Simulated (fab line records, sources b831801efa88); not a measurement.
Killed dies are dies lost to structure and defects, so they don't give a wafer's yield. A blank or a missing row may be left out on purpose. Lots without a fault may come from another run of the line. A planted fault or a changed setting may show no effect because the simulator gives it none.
One fault seen from 2 desks | flow gf180mcu | each desk has only its own numbers; what lay behind them comes last

THE METROLOGY DESK
What the gauges read, lot by lot, whatever tool the lot ran on: means of the sampled wafers that have a number. A lot is out of limits, marked OUT, if its mean lies more than 4 standard deviations from the usual mean; the brackets give that distance.
Columns: A = POLY_GATE_OVL at GF_POLY_GATE_OVL_MEAS_11, usual 0 nm; B = HV_LDD_03_OVL at GF_HV_LDD_OVL_MEAS_47, usual 0.8 nm; C = HV_LDD_RS at GF_HV_LDD_RS_MEAS_53, usual 418.4 ohm/sq; D = HV_LDD_CVD_56_THK at GF_HV_LDD_THK_MEAS_57, usual 89.7 nm
lot  | first seen here | A   | B    | C     | D
L952 | day 9 10:50     | 2   | 0.5  | 419.6 | 89.1
L953 | day 9 12:04     | -1  | 1.8  | 417.9 | 88.7
L954 | day 10 01:45    | -6  | 0.8  | 418.8 | 90.2
L955 | day 10 07:55    | 2   | 0.6  | 419.2 | 89.5
L961 | day 12 01:13    | -2  | 0.9  | 417.8 | 90.0
L962 | day 12 14:05    | -1  | 0.1  | -     | 89.5
L963 | day 12 15:03    | 6   | 1.4  | -     | 90.4
L964 | day 13 06:58    | 1   | -0.9 | -     | 88.6
L965 | day 13 13:55    | -11 | 1.9  | 418.4 | 89.7
L969 | day 14 19:33    | 7   | 1.9  | 418.3 | 89.6
L970 | day 15 03:02    | -9  | 3.4  | 418.2 | 89.6
L972 | day 15 18:35    | 5   | 2.0  | 418.3 | 89.1
L973 | day 15 22:23    | 1   | 0.8  | 418.2 | 89.1
L974 | day 16 07:11    | 2   | -0.4 | 418.3 | 91.5
This desk's finding: nothing out of limits on any of the 14 lots.

THE TOOL OWNER'S DESK: implanter-04
The tool's own readings at GF_HV_LDD_IMPLANT_34: means of the sampled wafers that have a number, for each lot that ran on this tool. A lot is out of limits, marked OUT, if its mean lies more than 4 standard deviations from the usual mean; the brackets give that distance.
Columns: A = tilt_deg at GF_HV_LDD_IMPLANT_34, usual 30.003 degrees
lot  | first seen here | A
L954 | day 12 11:03    | 30.011
L962 | day 15 05:20    | 34.370 (+99 or more) OUT
L963 | day 15 07:14    | 34.360 (+99 or more) OUT
L964 | day 16 01:04    | 34.336 (+99 or more) OUT
L973 | day 18 22:21    | 30.014
This desk's finding: out of limits on L962, L963, L964; first on L962, day 15 05:20 (tilt_deg at GF_HV_LDD_IMPLANT_34). In limits: L954, L973.

PUT TOGETHER
The tool owner's desk could have raised an alarm at day 15 05:20, on L962, L963, L964.
The metrology desk saw nothing out of limits.
The metrology desk has L962, L963, L964 on record, within its limits.
Of the lots named, all ran GF_HV_LDD_IMPLANT_34 on implanter-04.

WHAT THE SIMULATOR HAD PUT IN
Process parameter drift: implanter-04, from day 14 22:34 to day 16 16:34, at GF_HV_LDD_IMPLANT_34. Setting tilt_deg, moved by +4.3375, from 30. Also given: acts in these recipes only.
Lots struck among those shown: L962, L963, L964.
Hours from the fault's start to each desk's first reading out of limits: the tool owner's desk, 7.
